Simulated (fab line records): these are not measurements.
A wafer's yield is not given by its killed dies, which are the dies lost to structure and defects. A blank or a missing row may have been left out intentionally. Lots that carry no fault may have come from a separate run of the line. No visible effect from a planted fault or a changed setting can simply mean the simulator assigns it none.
Struck lot and sound lot, side by side :: flow gf180mcu :: 14 steps out of a route of 602
Sound: the wafers L112.1, L112.4, L112.6. Struck: wafers L111.2, L111.4, L111.6. The cause comes at the end.
At each step with rows: each side's tool, then ch and its chambers, then its first start. Under that, the readings that differ: sound wafers :: struck wafers :: difference of the means :: sigmas: that difference in standard deviations of wafers without a fault.
alike: same words and numbers on both sides, and readings whose means sit less than 2 such deviations apart. not compared: any withheld reading, any reading some wafer has no value for, any bound like >300 that may hide the same value, and any number with overlapping values for which the record gives no deviation.
Wherever a step has rows on one side only, a row that says differs or no value, or a row with sigmas, the two part there. Numbers that don't overlap but have no deviation are shown without sigmas and don't part them. A reading that every wafer of one side lacks parts them only if that side has two wafers or more.

first, 1 step without rows for these wafers: GF_DUAL_GATE_WET_ETCH_12 (etches SiO2 in dHF, target depth 13 nm, time 260 s).
GF_DUAL_GATE_STRIP_13: strips in O2/N2.
  sound on plasma-asher-02 ch 1, day 13 21:01; struck on plasma-asher-01 ch 0,1, day 13 13:13
  alike: drypump-motor-current-A, heater-power-w, n2-flow-sccm, oes-product-au, strip-time-to-endpoint-s
  not compared: rf-hours-counter-h
then, 3 steps without rows for these wafers: GF_DUAL_GATE_CLEAN_14 (cleans in SC1/SC2, time 150 s); GF_DUAL_GATE_OXIDATION_15 (stabilise 600 s, purge 300 s, target thk 7.098 nm); GF_POLY_GATE_CVD_00 (deposits poly-Si, target thk 200 nm, time 1200 s).
GF_POLY_GATE_THK_MEAS_01:
  sound on film-metro-03, day 14 00:46; struck on film-metro-03, day 13 17:23
  alike: POLY_GATE_CVD_00_THK
then, 6 steps without rows for these wafers: GF_POLY_GATE_DEHYDRATE_02 (time 60 s); GF_POLY_GATE_HMDS_03 (prime time 60 s); GF_POLY_GATE_COAT_04; GF_POLY_GATE_COAT_05 (resist thk 700 nm); GF_POLY_GATE_SOFTBAKE_06 (time 60 s); GF_POLY_GATE_EXPOSE_07 (exposes mask Poly2, target cd 280 nm).
GF_POLY_GATE_PEB_08: peb time 90 s.
  sound on litho-track-03 ch 0, day 14 20:34; struck on litho-track-01, day 14 14:26
  no value came back on the struck wafers for chill-plate-temp-C (C), exhaust-pa (Pa); on the sound wafers chill-plate-temp-C (C) reads 23.03 22.98 23.00
then, 1 step without rows for these wafers: GF_POLY_GATE_DEVELOP_09 (develop time 60 s).

WHERE THEY PART
Only at GF_POLY_GATE_PEB_08, as far as this record shows.

WHY: what the simulator had put in
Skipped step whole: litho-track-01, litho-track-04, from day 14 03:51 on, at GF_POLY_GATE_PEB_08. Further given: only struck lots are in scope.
